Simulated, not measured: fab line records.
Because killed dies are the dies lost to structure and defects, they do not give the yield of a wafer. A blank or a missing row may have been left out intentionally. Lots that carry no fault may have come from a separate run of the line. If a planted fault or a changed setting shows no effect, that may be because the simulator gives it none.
Split-lot experiment | flow sky130 | 5 lots, 23 wafers read, on a route of 708 steps

## THE SPLIT
At SKY_VT_ADJUST_HVTP_COAT_02 (resist thk 1140 nm), the setting resist-thk-nm was moved away from the recipe's 1140 nm on 5 of the 23 wafers read, by -4.8% to +4.8%. This setting was run at the recipe's value on the other wafers.

The reading comes from the split's own step.

## THE READING
NOVOLAK_of_VT_ADJUST_HVTP_COAT_02.thk-nm (the simulator's own value, which no gauge read), in nm, at SKY_VT_ADJUST_HVTP_COAT_02 (resist thk 1140 nm). The file does not state a usual value for it. The 18 wafers here that ran the recipe average 1142 nm, standard deviation 2.3 nm.

wafer  | tool, chamber at the split | resist-thk-nm as run, nm | against the recipe | NOVOLAK_of_VT_ADJUST_HVTP_COAT_02.thk-nm, nm | against lot-mates on the recipe
L074.2 | litho-track-03, 0          | 1140                     | recipe             | 1142                                         | -
L074.4 | litho-track-03, 0          | 1140                     | recipe             | 1142                                         | -
L074.3 | litho-track-03, 0          | 1140                     | recipe             | 1138                                         | -
L075.1 | litho-track-03, 0          | 1085                     | -4.8%              | 1086                                         | -54
L075.3 | litho-track-03, 0          | 1085                     | -4.8%              | 1086                                         | -54
L075.2 | litho-track-03, 0          | 1140                     | recipe             | 1140                                         | -
L075.5 | litho-track-03, 0          | 1140                     | recipe             | 1139                                         | -
L075.6 | litho-track-03, 0          | 1085                     | -4.8%              | 1084                                         | -56
L080.1 | litho-track-02, 0          | 1140                     | recipe             | 1145                                         | -
L080.2 | litho-track-02, 0          | 1140                     | recipe             | 1145                                         | -
L080.3 | litho-track-02, 0          | 1140                     | recipe             | 1142                                         | -
L080.4 | litho-track-02, 0          | 1140                     | recipe             | 1142                                         | -
L080.5 | litho-track-02, 0          | 1140                     | recipe             | 1142                                         | -
L083.1 | litho-track-01, 0          | 1140                     | recipe             | 1142                                         | -
L083.2 | litho-track-01, 0          | 1140                     | recipe             | 1140                                         | -
L083.3 | litho-track-01, 0          | 1140                     | recipe             | 1143                                         | -
L083.5 | litho-track-01, 0          | 1140                     | recipe             | 1145                                         | -
L083.6 | litho-track-01, 0          | 1140                     | recipe             | 1144                                         | -
L085.1 | litho-track-02, 0          | 1140                     | recipe             | 1138                                         | -
L085.2 | litho-track-02, 0          | 1140                     | recipe             | 1138                                         | -
L085.3 | litho-track-02, 0          | 1140                     | recipe             | 1140                                         | -
L085.4 | litho-track-02, 0          | 1195                     | +4.8%              | 1191                                         | +52
L085.6 | litho-track-02, 0          | 1195                     | +4.8%              | 1192                                         | +53

FIT RESULTS
A straight line over all 23 wafers: NOVOLAK_of_VT_ADJUST_HVTP_COAT_02.thk-nm changes by +11.1 nm for each +1% of resist-thk-nm; r = +1.00; the points scatter about the line by 2.5 nm.
The same after taking each lot's own level away (the mean of its wafers on the recipe; 23 wafers): +11.1 nm for each +1%; r = +1.00; scatter 1.5 nm.
That fit puts the effect of the largest move of resist-thk-nm on the reading at 54 nm.
Across the lots, their own levels run from 1138.7 to 1143.2 nm, a range of 2.0 times the standard deviation given above.
Hence the lot-to-lot level has little effect on the slope; both slopes agree.
Check: -53.8 nm against its lot-mates is what the line predicts for one of the wafers moved furthest among these (-4.8%) when that wafer is left out of the fit. Against them it came out at -53.5 nm.

## ADDITIONAL SPLITS CARRIED BY THESE WAFERS
Note: prior to the reading, these wafers also went through further splits. Each is held against what the fit with the lots' levels taken away leaves over:
other split on the same wafers   | wafers away from the commonest value | r with NOVOLAK_of_VT_ADJUST_HVTP_COAT_02.thk-nm (lot level and that fit taken away)
SKY_DNWELL_COAT_02 resist-thk-nm | 8                                    | +0.11
SKY_NWELL_IMPLANT_24 energy-kev  | 8                                    | +0.09

## THE WHOLE CHAIN: every reading that the file lists as answering this split, in the file's order
step                        | what it does       | reading                                                                                   | change (the file's fit)              | r (the file's)
SKY_VT_ADJUST_HVTP_COAT_02  | resist thk 1140 nm | NOVOLAK_of_VT_ADJUST_HVTP_COAT_02.thk-nm (the simulator's own value, which no gauge read) | +11 nm for each +1% of the setting   | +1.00
SKY_VT_ADJUST_HVTP_STRIP_10 | strips in O2/N2    | strip-time-to-endpoint-s                                                                  | withheld for each +1% of the setting | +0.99

## THE FILE'S OWN FIT
NOVOLAK_of_VT_ADJUST_HVTP_COAT_02.thk-nm changes by +11 nm for each +1% of resist-thk-nm, r = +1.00.
